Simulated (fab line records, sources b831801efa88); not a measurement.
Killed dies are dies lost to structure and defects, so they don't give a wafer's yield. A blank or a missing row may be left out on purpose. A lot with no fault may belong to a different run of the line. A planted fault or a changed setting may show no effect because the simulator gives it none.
fab line records | flow gf180mcu
[record] lots = 13 wafers = 39 last-day = 34
route steps=602 shown STI@5 DUAL_GATE@143 HV_LDD@231
lots with no fault: from the same line, run without faults
start-h: hours from the record's first day to the start of the lot's first wafer shown | wait-h: hours from the lot's prior step to this one | " unchanged from the row above | L1.1+2: a row that stands for several wafers | - no value, or no start was given | * or withheld: withheld | < > ~ a bound
route shown NAME@n: NAME is a module with steps in the file, n the number in the route of the first one | usual: mean/standard deviation of fault-free wafers | same: alike in all rows | chamber/n: place in a boat | sites: the reading at each site | _std_site: the values' standard deviation | _edge_site: inner sites' mean taken away from outer sites' mean | radius-mm: for every site, how far away it sits from the centre of the wafer | mask NAME#n: copy n | behind: the last tool/chamber to shape the wafer | hold: why the lot went on hold/how many hours it stayed there/how the hold came to an end | device: the n, p or np transistor that did not switch | end of line: the tests these same wafers got at the end of their route | step lacking rows: just its recipe | killed: at the first sort, the dies lost to defects and structure; wafer yield is something else | map: a wafer's dies, marking killed ones x, the rest . and places with no die _
set.NAME: setting as actually run; set.NAME@STEP: the setting as run at that earlier step | model.NAME: the simulator's own value behind a step, which no gauge read
the route's steps for a sample of lots (tables are steps, rows are wafers)
services: the hour from which a tool's chamber was out of use, counted from the record's first day as start-h (under 0 if before that day), plus the number of hours and why
[[steps]]
[step GF_STI_THK_MEAS_04]
[recipe] reads = Si3N4_of_STI_CVD_03
[usual] STI_CVD_03_THK = 207.3/2.4
// columns lot.wafer tool chamber start-h wait-h STI_CVD_03_THK[nm]
L406.1 film-metro-03 - 13.72 0.0 211.0
L406.2 " - " " 209.8
L406.3 " - " " 209.0
L407.2 film-metro-04 - 18.57 0.0 206.6
L407.3 " - " " 210.6
L407.5 " - " " 209.4
L408.1 film-metro-01 - 23.56 0.0 209.7
L408.2 " - " " 209.9
L408.4 " - " " 209.2
L409.2 film-metro-01 - 30.60 0.0 207.7
L409.3 " - " " 208.3
L409.6 " - " " 208.2
L410.1 film-metro-03 - 33.56 0.0 206.0
L410.3 " - " " 203.7
L410.6 " - " " 203.4
L411.3 film-metro-04 - 39.25 0.0 208.5
L411.4 " - " " 206.9
L411.6 " - " " 208.3
L413.2 film-metro-03 - 48.57 0.0 205.8
L413.3 " - " " 205.4
L413.4 " - " " 204.0
L414.1 film-metro-03 - 53.56 0.0 205.3
L414.4 " - " " 204.9
L414.6 " - " " 204.7
L423.1 film-metro-04 - 100.10 0.0 204.5
L423.4 " - " " 205.3
L423.5 " - " " 206.2
L425.2 film-metro-04 - 108.57 0.0 206.6
L425.4 " - " " 208.4
L425.5 " - " " 208.7
L427.1 film-metro-04 - 119.55 0.0 208.3
L427.3 " - " " 208.5
L427.6 " - " " 206.0
L428.1 film-metro-04 - 123.74 0.0 206.0
L428.4 " - " " 204.5
L428.6 " - " " 205.0
L429.4 film-metro-03 - 129.32 0.0 202.5
L429.5 " - " " 202.5
L429.6 " - " " 202.3
[step GF_STI_CD_MEAS_12]
[recipe] target-cd-nm = 220
[usual] cd-nm = 220.4/1.2
// columns lot.wafer tool chamber start-h wait-h cd-nm
L406.1 cd-sem-02 - 25.06 0.1 220.4
L406.2 " - " " 220.7
L406.3 " - " " 221.6
L407.2 cd-sem-01 - 29.92 0.1 221.9
L407.3 " - " " 221.4
L407.5 " - " " 221.7
L408.1 cd-sem-02 - 35.21 0.1 220.7
L408.2 " - " " 221.7
L408.4 " - " " 221.7
L409.2 cd-sem-01 - 42.43 0.1 219.7
L409.3 " - " " 219.8
L409.6 " - " " 220.8
L410.1 cd-sem-01 - 45.36 0.1 220.2
L410.3 " - " " 219.3
L410.6 " - " " 220.8
L411.3 cd-sem-01 - 51.14 0.1 220.1
L411.4 " - " " 219.2
L411.6 " - " " 219.1
L413.2 cd-sem-01 - 61.38 0.1 219.7
L413.3 " - " " 220.6
L413.4 " - " " 219.4
L414.1 cd-sem-01 - 66.15 0.1 221.7
L414.4 " - " " 222.1
L414.6 " - " " 223.1
L423.1 cd-sem-01 - 114.26 0.1 220.3
L423.4 " - " " 220.4
L423.5 " - " " 219.8
L425.2 cd-sem-01 - 123.18 0.1 221.1
L425.4 " - " " 221.6
L425.5 " - " " 220.6
L427.1 cd-sem-01 - 133.20 0.1 220.1
L427.3 " - " " 220.9
L427.6 " - " " 219.5
L428.1 cd-sem-01 - 138.40 0.1 220.8
L428.4 " - " " 220.7
L428.6 " - " " 221.2
L429.4 cd-sem-02 - 143.66 0.1 220.9
L429.5 " - " " 221.3
L429.6 " - " " 220.2
[step GF_DUAL_GATE_OXIDATION_02]
[recipe] temp-c = 900 ambient = O2 stabilise-s = 600 purge-s = 300 target-thk-a = 108.87 ox-time-s = 1602
[usual] spike-tc-bottom-C = 919.5/1.1 spike-tc-centre-C = 900.2/1.1 spike-tc-lower-C = 900.7/1.2 spike-tc-top-C = 909.3/1.7 spike-tc-upper-C = 899.5/1.2 zone-power-upper-pct = 17.7/0.45
// columns lot.wafer tool chamber start-h wait-h spike-tc-bottom-C spike-tc-centre-C spike-tc-lower-C spike-tc-top-C spike-tc-upper-C zone-power-upper-pct
L406.1 furnace-02 0 157.72 0.0 920.0 902.1 901.2 912.0 900.5 17.2
L406.2 " 0 " " 921.6 902.1 902.1 910.2 901.1 16.8
L406.3 " 0 " " 920.7 899.6 901.8 910.9 902.2 17.3
L407.2 furnace-01 0 163.53 0.0 920.3 901.8 899.5 909.3 899.7 18.1
L407.3 " 0 " " 920.9 898.9 900.5 909.8 899.1 18.4
L407.5 " 0 " " 919.9 899.6 900.9 908.2 898.4 18.2
L408.1 furnace-02 0 167.71 0.6 920.0 901.4 901.4 912.0 901.0 17.3
L408.2 " 0 " " 919.3 902.5 901.3 911.5 902.3 17.1
L408.4 " 0 " " 919.2 901.2 900.2 911.3 899.7 17.2
L409.2 furnace-02 0 178.90 0.0 918.0 899.8 900.8 911.1 900.5 17.1
L409.3 " 0 " " 920.7 901.8 901.9 911.0 899.1 17.2
L409.6 " 0 " " 920.6 900.6 903.0 913.5 898.1 16.9
L410.1 furnace-01 0 184.57 0.0 919.5 900.9 899.8 908.7 899.8 18.0
L410.3 " 0 " " 920.0 900.0 900.4 908.9 899.9 17.7
L410.6 " 0 " " 919.3 899.3 901.0 908.1 898.0 17.6
L411.3 furnace-01 0 188.54 0.7 919.4 900.3 900.4 908.6 901.6 18.0
L411.4 " 0 " " 920.5 900.3 899.4 908.9 899.6 17.7
L411.6 " 0 " " 918.9 899.1 899.9 909.8 898.9 18.0
L413.2 furnace-01 0 202.92 0.5 930.8 908.0 909.9 917.8 905.9 18.4
L413.3 " 0 " " 927.2 908.2 909.9 917.8 911.7 18.2
L413.4 " 0 " " 926.7 910.3 909.6 916.3 909.4 18.6
L414.1 furnace-01 0 208.63 0.5 928.6 908.1 911.0 918.1 906.5 18.2
L414.4 " 0 " " 929.1 907.8 910.7 916.8 906.9 18.5
L414.6 " 0 " " 929.5 908.5 909.6 918.6 906.2 18.3
L423.1 furnace-01 0 272.12 0.0 918.5 901.0 900.4 907.3 899.2 18.1
L423.4 " 0 " " 919.0 899.8 900.3 908.7 899.0 17.9
L423.5 " 0 " " 917.4 900.2 900.8 907.4 899.6 17.8
L425.2 furnace-01 0 286.92 1.4 918.5 900.7 902.4 907.6 899.2 17.9
L425.4 " 0 " " 919.2 901.1 902.0 906.9 898.0 18.0
L425.5 " 0 " " 918.5 898.8 897.6 906.7 900.1 17.8
L427.1 furnace-01 0 301.27 0.0 918.9 901.3 899.1 907.5 898.7 18.1
L427.3 " 0 " " 919.8 900.1 901.8 907.4 898.4 18.1
L427.6 " 0 " " 919.6 900.0 900.9 908.0 898.8 17.9
L428.1 furnace-01 0 306.51 0.6 919.0 900.6 899.6 908.9 897.8 17.6
L428.4 " 0 " " 919.0 899.7 900.7 907.6 899.0 17.9
L428.6 " 0 " " 918.4 901.0 901.5 908.2 900.5 18.1
L429.4 furnace-01 0 314.68 3.3 919.1 899.5 898.3 908.8 898.4 17.9
L429.5 " 0 " " 921.0 901.6 900.5 906.8 899.4 18.1
L429.6 " 0 " " 919.7 900.3 902.4 908.7 898.6 18.6
[step GF_DUAL_GATE_THK_MEAS_03]
[recipe] reads = SiO2_of_DUAL_GATE_OXIDATION_02
[usual] DUAL_GATE_OXIDATION_00_THK = 10.90/0.22
// columns lot.wafer tool chamber start-h wait-h hold DUAL_GATE_OXIDATION_00_THK[nm]
L406.1 film-metro-04 - 159.17 0.0 - 11.13
L406.2 " - " " - 11.15
L406.3 " - " " - 11.10
L407.2 film-metro-01 - 164.98 0.0 - 11.13
L407.3 " - " " - 11.02
L407.5 " - " " - 11.04
L408.1 film-metro-04 - 169.16 0.0 - 10.94
L408.2 " - " " - 11.05
L408.4 " - " " - 10.84
L409.2 film-metro-03 - 180.35 0.0 - 11.20
L409.3 " - " " - 10.87
L409.6 " - " " - 11.17
L410.1 film-metro-01 - 186.02 0.0 - 10.72
L410.3 " - " " - 10.51
L410.6 " - " " - 10.64
L411.3 film-metro-03 - 190.02 0.0 - 10.74
L411.4 " - " " - 10.85
L411.6 " - " " - 10.73
L413.2 film-metro-04 - 204.38 0.0 - 11.70
L413.3 " - " " - 11.72
L413.4 " - " " - 11.49
L414.1 film-metro-04 - 210.08 0.0 await-dispo/0.2h/release 11.93
L414.4 " - " " await-dispo/0.2h/release 12.03
L414.6 " - " " await-dispo/0.2h/release 11.91
L414.1 film-metro-04 - 210.31 0.2 - 11.89
L414.4 " - " " - 11.96
L414.6 " - " " - 11.98
L423.1 film-metro-03 - 273.56 0.0 - 11.13
L423.4 " - " " - 11.01
L423.5 " - " " - 10.94
L425.2 film-metro-03 - 288.37 0.0 - 11.00
L425.4 " - " " - 11.09
L425.5 " - " " - 10.87
L427.1 film-metro-04 - 302.72 0.0 - 11.14
L427.3 " - " " - 10.97
L427.6 " - " " - 11.14
L428.1 film-metro-01 - 307.96 0.0 - 10.95
L428.4 " - " " - 10.85
L428.6 " - " " - 10.71
L429.4 film-metro-01 - 316.15 0.0 - 10.54
L429.5 " - " " - 10.58
L429.6 " - " " - 10.76
[step GF_HV_LDD_THK_MEAS_55]
[recipe] reads = SiO2_of_HV_LDD_CVD_54
[usual] HV_LDD_CVD_54_THK = 9.95/0.15
// columns lot.wafer tool chamber start-h wait-h HV_LDD_CVD_54_THK[nm]
L406.1 film-metro-04 - 274.58 0.0 10.10
L406.2 " - " " 10.10
L406.3 " - " " 10.16
L407.2 film-metro-03 - 278.14 0.0 9.76
L407.3 " - " " 9.60
L407.5 " - " " 9.76
L408.1 film-metro-02 - 285.43 0.0 9.91
L408.2 " - " " 10.04
L408.4 " - " " 10.02
L409.2 film-metro-03 - 297.19 0.0 10.05
L409.3 " - " " 9.82
L409.6 " - " " 9.94
L410.1 film-metro-03 - 305.08 0.0 10.25
L410.3 " - " " 10.05
L410.6 " - " " 10.15
L411.3 film-metro-02 - 308.85 0.0 9.92
L411.4 " - " " 9.89
L411.6 " - " " 9.87
L413.2 film-metro-02 - 328.79 0.0 9.82
L413.3 " - " " 9.89
L413.4 " - " " 9.75
L414.1 film-metro-02 - 333.58 0.0 9.88
L414.4 " - " " 10.00
L414.6 " - " " 9.95
L423.1 film-metro-03 - 410.68 0.0 10.28
L423.4 " - " " 10.38
L423.5 " - " " 10.25
L425.2 film-metro-02 - 426.83 0.0 10.00
L425.4 " - " " 9.89
L425.5 " - " " 9.87
L427.1 film-metro-03 - 446.22 0.0 9.73
L427.3 " - " " 9.81
L427.6 " - " " 9.81
L428.1 film-metro-04 - 450.28 0.0 9.82
L428.4 " - " " 9.80
L428.6 " - " " 9.84
L429.4 film-metro-04 - 457.96 0.0 9.79
L429.5 " - " " 9.80
L429.6 " - " " 9.77
[[services]]
// columns tool chamber start-h hours kind
furnace-01 - 137.97 3.3 pm
furnace-02 - 162.11 3.1 pm
furnace-02 - 242.99 4.3 pm
furnace-02 - 286.51 5.0 pm
furnace-02 - 305.30 10.9 pm
[[key]]
[first-sign] step = GF_DUAL_GATE_OXIDATION_02 reading = spike-tc-bottom-C direction = up sigmas = 8.1 usual = 919.5 struck = 928.6
[effect] step = GF_DUAL_GATE_OXIDATION_02 reading = spike-tc-lower-C direction = up sigmas = 7.9 usual = 900.7 struck = 910.1
[effect] step = GF_DUAL_GATE_THK_MEAS_03 reading = visit direction = added
met-at GF_DUAL_GATE_OXIDATION_02
struck-lots L413,L414
tester-left-out L413,L414
not-acting-at GF_STI_THK_MEAS_04,GF_STI_CD_MEAS_12,GF_HV_LDD_THK_MEAS_55
onset-between 188.54 202.92
[fault] kind = process-parameter-drift tool = furnace-01 chamber = - onset-h = 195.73 steps = GF_DUAL_GATE_OXIDATION_02 channel = temp-c offset = * shape = step end-h = 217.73 acts-in = * stated = *
// tester-left-out: of these lots the tester's yield and bins aren't shown, on N5 and GAA mostly nor the transistor test; their killed dies are dies lost to structure and defects alone, not to doping, threshold or leakage, so they don't give the yield
